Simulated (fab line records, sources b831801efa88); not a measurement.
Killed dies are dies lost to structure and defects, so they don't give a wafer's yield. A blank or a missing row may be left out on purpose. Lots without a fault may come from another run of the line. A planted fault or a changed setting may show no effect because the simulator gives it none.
One fault seen from 2 desks | flow sky130 | each desk has only its own numbers; what lay behind them comes last

THE TOOL OWNER'S DESK: implanter-04
The tool's own readings at SKY_LDD_N_IMPLANT_15: means of the sampled wafers that have a number, for each lot that ran on this tool. A lot is out of limits, marked OUT, if its mean lies more than 4 standard deviations from the usual mean; the brackets give that distance.
Columns: A = dose_ions_cm2 at SKY_LDD_N_IMPLANT_15, usual 4.999e+12; B = faraday_current_uA at SKY_LDD_N_IMPLANT_15, usual 28.1
lot  | first seen here | A                   | B
L324 | day 18 04:01    | 5.000e+12           | 27.9
L325 | day 18 07:25    | 5.003e+12           | 27.9
L334 | day 22 01:25    | 4.690e+12 (-62) OUT | 26.0
L332 | day 22 04:34    | 4.694e+12 (-61) OUT | 26.1
L342 | day 24 16:37    | 5.004e+12           | 28.3
L344 | day 24 23:26    | 5.000e+12           | 28.5
L345 | day 25 17:55    | 4.991e+12           | 28.4
This desk's finding: out of limits on L332, L334; first on L334, day 22 01:25 (dose_ions_cm2 at SKY_LDD_N_IMPLANT_15). In limits: L324, L325, L342, L344, L345.

THE METROLOGY DESK
What the gauges read, lot by lot, whatever tool the lot ran on: means of the sampled wafers that have a number. A lot is out of limits, marked OUT, if its mean lies more than 4 standard deviations from the usual mean; the brackets give that distance.
Columns: A = VT_ADJUST_NCORE_TW at SKY_VT_ADJUST_NCORE_TW_MEAS_11, usual 216.6; B = VT_ADJUST_PCH_OVL at SKY_VT_ADJUST_PCH_OVL_MEAS_07, usual 0.5 nm; C = LDD_LDN_OVL at SKY_LDD_LDN_OVL_MEAS_07, usual -0.9 nm
lot  | first seen here | A     | B    | C
L324 | day 8 16:33     | 218.9 | 3.7  | -0.7
L325 | day 9 04:05     | 218.3 | 0.6  | -0.5
L326 | day 9 07:28     | 215.4 | 0.1  | -0.4
L334 | day 11 20:26    | 213.2 | -1.4 | -0.1
L332 | day 11 21:13    | 213.9 | 1.4  | -0.8
L336 | day 12 16:39    | 212.3 | 0.8  | -0.2
L338 | day 13 00:51    | 218.4 | 1.2  | 1.5
L340 | day 13 09:00    | 213.0 | 0.3  | 0.1
L341 | day 13 22:40    | 213.0 | 0.9  | -2.2
L342 | day 14 05:07    | 216.8 | 1.3  | -2.2
L343 | day 14 09:32    | 212.5 | -1.4 | -3.3
L344 | day 14 13:18    | 221.0 | 0.8  | -1.8
L345 | day 15 06:20    | 219.6 | 0.3  | -1.4
L346 | day 15 14:44    | 218.2 | -0.1 | -1.4
This desk's finding: nothing out of limits on any of the 14 lots.

PUT TOGETHER
The tool owner's desk could have raised an alarm at day 22 01:25, on L332, L334.
The metrology desk saw nothing out of limits.
The metrology desk has L332, L334 on record, within its limits.
Of the lots named, all ran SKY_LDD_N_IMPLANT_15 on implanter-04.

WHAT THE SIMULATOR HAD PUT IN
Process parameter drift: implanter-04, from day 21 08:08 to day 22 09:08, at SKY_LDD_N_IMPLANT_15. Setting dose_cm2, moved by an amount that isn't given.
Lots struck among those shown: L332, L334.
Hours from the fault's start to each desk's first reading out of limits: the tool owner's desk, 17.
